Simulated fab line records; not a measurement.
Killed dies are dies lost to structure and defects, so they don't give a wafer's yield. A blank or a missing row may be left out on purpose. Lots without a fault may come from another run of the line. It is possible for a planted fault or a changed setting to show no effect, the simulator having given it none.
Split-lot experiment    flow gf180mcu    on a route of 602 steps: 5 lots, 23 wafers read

== ON THE SPLIT ==
At GF_V4_CVD_00 (deposits SiO2, target thk 600 nm, time 100 s), the setting sih4-flow-sccm was moved away from the recipe's 60 sccm on 7 of the 23 wafers read, by -6.5% to +13.2%. For the rest of the wafers, this setting stayed at what the recipe calls for.

No step appears in the file between the split and the reading.

== THE READING ==
At GF_V4_THK_MEAS_01: V4_CVD_00_THK, given in nm. Typical for fault-free wafers on this fab line: 599 nm, with standard deviation 5 nm.

wafer   tool, chamber at the split  sih4-flow-sccm as run, sccm  against the recipe  V4_CVD_00_THK, nm  against lot-mates on the recipe
L074.1  hdpcvd-02, 1                60                           recipe              594                -
L074.2  hdpcvd-02, 2                60                           recipe              591                -
L074.3  hdpcvd-02, 2                60                           recipe              595                -
L074.5  hdpcvd-02, 1                60                           recipe              592                -
L074.6  hdpcvd-02, 2                60                           recipe              594                -
L077.2  hdpcvd-01, 2                60                           recipe              601                -
L077.3  hdpcvd-01, 1                60                           recipe              598                -
L077.4  hdpcvd-01, 1                60                           recipe              600                -
L077.5  hdpcvd-01, 0                56.11                        -6.5%               556                -44
L077.6  hdpcvd-01, 2                56.11                        -6.5%               561                -39
L079.1  hdpcvd-01, 0                60                           recipe              602                -
L079.2  hdpcvd-01, 1                67.9                         +13.2%              687                +86
L079.3  hdpcvd-01, 2                67.9                         +13.2%              678                +77
L079.4  hdpcvd-01, 1                67.9                         +13.2%              688                +87
L079.5  hdpcvd-01, 2                60                           recipe              600                -
L080.1  hdpcvd-01, 1                60                           recipe              604                -
L080.2  hdpcvd-01, 0                56.27                        -6.2%               560                -41
L080.3  hdpcvd-01, 2                56.27                        -6.2%               553                -48
L080.4  hdpcvd-01, 2                60                           recipe              598                -
L080.6  hdpcvd-01, 1                60                           recipe              601                -
L082.1  hdpcvd-02, 1                60                           recipe              610                -
L082.3  hdpcvd-02, 0                60                           recipe              597                -
L082.5  hdpcvd-02, 0                60                           recipe              599                -

THE FIT
A straight line over all 23 wafers: V4_CVD_00_THK changes by +6.5 nm for each +1% of sih4-flow-sccm; r = +0.99; the points scatter about the line by 4.7 nm.
The same after taking each lot's own level away (the mean of its wafers on the recipe; 23 wafers): +6.44 nm for each +1%; r = +1.00; scatter 3.6 nm.
According to that fit, moving sih4-flow-sccm by its largest amount changes the reading by 85 nm.
The lots' own levels span 593.2 to 602.0 nm, that is 1.8 times the standard deviation above.
Hence the lot-to-lot level has little effect on the slope; both slopes agree.
Check: with one of the wafers moved furthest among these (+13.2%) left out of the fit, the line predicts +83.5 nm for it against its lot-mates. It came out at +86 nm against them.

== OTHER SPLITS ON THESE WAFERS ==
These wafers also went through other splits before the reading. Each is held against what the fit with the lots' levels taken away leaves over:
other split on the same wafers  wafers away from the commonest value  r with V4_CVD_00_THK (lot level and that fit taken away)
GF_V3_CMP_04 platen-rpm         6                                     -0.10
GF_V3_SPUTTER_21 power-w        10                                    -0.24
GF_M4_SPUTTER_04 power-w        7                                     +0.06

== THE WHOLE CHAIN: every reading that the file lists as answering this split, in the file's order ==
step               what it does                                  reading                                                                    change (the file's fit)               r (the file's)
GF_V4_CVD_00       deposits SiO2, target thk 600 nm, time 100 s  SiO2_of_V4_CVD_00.thk-nm (the simulator's own value, which no gauge read)  +6.43 nm for each +1% of the setting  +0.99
GF_V4_THK_MEAS_01                                                V4_CVD_00_THK                                                              +6.43 for each +1% of the setting     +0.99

== FILE'S OWN FIT ==
V4_CVD_00_THK changes by +6.43 nm for each +1% of sih4-flow-sccm, r = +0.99.
